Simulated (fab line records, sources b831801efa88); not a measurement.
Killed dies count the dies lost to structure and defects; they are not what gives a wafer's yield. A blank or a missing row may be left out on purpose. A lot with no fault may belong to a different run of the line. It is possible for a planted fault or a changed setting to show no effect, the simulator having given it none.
Which tool is to blame? -- flow sky130 -- Sampling: 11 lots, 33 wafers, 5 of 708 route steps

== WHAT EACH GAUGE READ, for each wafer ==
SKY_VIA1_OVL_MEAS_13. Usual: VIA1_OVL -1 nm, standard deviation 5.9.
lot,measured,on,VIA1_OVL (nm),flag
L558,day 35 09:34,overlay-01,-3 -3 2,
L561,day 35 21:26,overlay-02,5 2 2,
L565,day 37 06:10,overlay-01,2 5 4,
L567,day 37 13:13,overlay-01,2 1 0,
L568,day 38 00:19,overlay-02,9 12 1,
L569,day 38 06:31,overlay-01,4 1 2,
L570,day 39 02:16,overlay-01,-4 -2 -1,
L572,day 39 09:12,overlay-02,-7 -5 -4,
L573,day 39 10:43,overlay-01,-17 -5 -10,
L579,day 41 11:01,overlay-01,-19 -13 -16,
L580,day 41 13:23,overlay-02,4 3 1,

SKY_VIA2_THK_MEAS_01. Usual: VIA2_HDPCVD_THK 1175 nm, standard deviation 10.
lot,measured,on,VIA2_HDPCVD_THK (nm),flag
L558,day 36 14:35,film metro-02,1182 1179 1169,
L561,day 37 02:55,film metro-01,1158 1164 1163,
L565,day 38 13:09,film metro-03,1175 1182 1175,
L567,day 38 20:37,film metro-01,1178 1180 1172,
L568,day 39 04:52,film metro-03,1171 1166 1179,
L569,day 39 11:05,film metro-01,1167 1173 1161,
L570,day 40 06:56,film metro-01,1168 1179 1165,
L572,day 40 13:07,film metro-01,1171 1176 1177,
L573,day 40 15:00,film metro-03,1189 1168 1176,
L579,day 42 13:35,film metro-03,1198 1197 1207,
L580,day 42 15:59,film metro-01,1152 1161 1150,

SKY_CAPM_THK_MEAS_01. Usual: CAPM_CVD_00_THK 15.51 nm, standard deviation 0.23.
lot,measured,on,CAPM_CVD_00_THK (nm),flag
L558,day 37 18:24,film metro-01,15.62 15.64 15.72,
L561,day 38 07:56,film metro-01,15.24 15.40 15.55,
L565,day 39 16:23,film metro-04,15.60 15.80 15.78,
L567,day 40 00:05,film metro-02,15.73 15.80 15.74,
L568,day 40 08:10,film metro-01,15.46 15.29 15.59,
L569,day 40 14:49,film metro-01,15.65 15.44 15.74,
L570,day 41 09:50,film metro-04,15.42 15.50 15.80,
L572,day 41 15:39,film metro-01,15.42 15.43 15.23,
L573,day 41 18:10,film metro-01,15.17 15.32 15.55,
L579,day 43 15:15,film metro-02,15.67 15.26 13.46,OFF
L580,day 43 17:31,film metro-01,15.29 15.61 15.67,

== WHICH TOOL RAN EACH LOT (tool, then ch and the chambers of the sampled wafers, then the start) ==
lot,SKY_METAL2_STRIP_20,SKY_CAPM_CVD_00
L558,"plasma asher-02 ch 0,1, day 36 13:50","pecvd-03 ch 0,1, day 37 18:23"
L561,"plasma asher-03 ch 0,1, day 37 02:07","pecvd-02 ch 0,1,2, day 38 07:53"
L565,"plasma asher-02 ch 1, day 38 12:20","pecvd-02 ch 0,1,2, day 39 16:22"
L567,"plasma asher-02 ch 1, day 38 19:26","pecvd-04 ch 0,1, day 40 00:02"
L568,"plasma asher-02 ch 0,1, day 39 04:08","pecvd-04 ch 0,1, day 40 08:07"
L569,"plasma asher-01 ch 0,1, day 39 10:16","pecvd-03 ch 0,1,2, day 40 14:46"
L570,"plasma asher-03 ch 0,1, day 40 06:08","pecvd-04 ch 1,2, day 41 09:49"
L572,"plasma asher-01 ch 0,1, day 40 12:24","pecvd-03 ch 0,1,2, day 41 15:38"
L573,"plasma asher-01 ch 0,1, day 40 14:14","pecvd-04 ch 1,2, day 41 18:08"
L579,"plasma asher-02 ch 0,1, day 42 12:47","pecvd-03 ch 0,1,2, day 43 15:14"
L580,"plasma asher-03 ch 0,1, day 42 15:11","pecvd-02 ch 0,2, day 43 17:28"
- SKY_METAL2_STRIP_20: strips in O2/N2.
- SKY_CAPM_CVD_00: deposits SiO2, target thk 15.5 nm.

== AS READ BY THE TOOLS THEMSELVES (means over the sampled wafers that have a number; for cases with no such wafer, the mark the record gives instead) ==
SKY_METAL2_STRIP_20. Usual: drypump motor current A 5.7 A, standard deviation 0.39; n2 flow sccm 300.0 sccm, standard deviation 0.87; oes product au 0.342 a.u., standard deviation 0.0041; strip time to endpoint s 2.67 s, standard deviation 0.038.
lot,tool,drypump motor current A (A),n2 flow sccm (sccm),oes product au (a.u.),strip time to endpoint s (s),flag
L558,plasma asher-02,5.9,299.8,0.340,2.65,
L561,plasma asher-03,5.7,299.7,0.341,2.66,
L565,plasma asher-02,6.3,299.2,0.341,2.63,
L567,plasma asher-02,6.3,299.9,0.344,2.71,
L568,plasma asher-02,6.1,298.8,0.345,2.69,
L569,plasma asher-01,5.2,299.1,0.338,2.61,
L570,plasma asher-03,5.7,299.4,0.341,2.71,
L572,plasma asher-01,5.5,300.2,0.337,2.64,
L573,plasma asher-01,5.2,300.6,0.341,2.64,
L579,plasma asher-02,5.9,299.8,0.345,2.71,
L580,plasma asher-03,5.7,300.6,0.342,2.69,

SKY_CAPM_CVD_00. Usual: heater power w 707 W, standard deviation 83.
lot,tool,heater power w (W),flag
L558,pecvd-03,710,
L561,pecvd-02,629,
L565,pecvd-02,633,
L567,pecvd-04,808,
L568,pecvd-04,728,
L569,pecvd-03,692,
L570,pecvd-04,754,
L572,pecvd-03,743,
L573,pecvd-04,755,
L579,pecvd-03,780,
L580,pecvd-02,565,

== THE ANSWER, worked out from the rows above alone ==
Rule: take the mean of a lot's wafers that have a number; if it is more than 3 standard deviations from the usual mean, the lot is off. Also off: a lot with no number at a reading for which 4 or more lots have one. The other lots that the step has rows for count as sound. The gauges are gone through in route order, then the tools' own readings, and for those a lot's mean is taken as printed above. At the first step where some lot is off, the reading lying furthest off is the one used; lots without a number count as furthest.
Off: at SKY_CAPM_THK_MEAS_01 (CAPM_CVD_00_THK), L579.
If a tool, at a process step before that reading, ran all the lots that are off and no sound lot after the first of them, it fits. Those tools and the gauges at SKY_CAPM_THK_MEAS_01 are tried in the same way. Can't be told from this: 3 tools fit, plasma asher-02 at SKY_METAL2_STRIP_20, pecvd-03 at SKY_CAPM_CVD_00, film metro-02 at SKY_CAPM_THK_MEAS_01.

== WHAT THE SIMULATOR HAD PUT IN ==
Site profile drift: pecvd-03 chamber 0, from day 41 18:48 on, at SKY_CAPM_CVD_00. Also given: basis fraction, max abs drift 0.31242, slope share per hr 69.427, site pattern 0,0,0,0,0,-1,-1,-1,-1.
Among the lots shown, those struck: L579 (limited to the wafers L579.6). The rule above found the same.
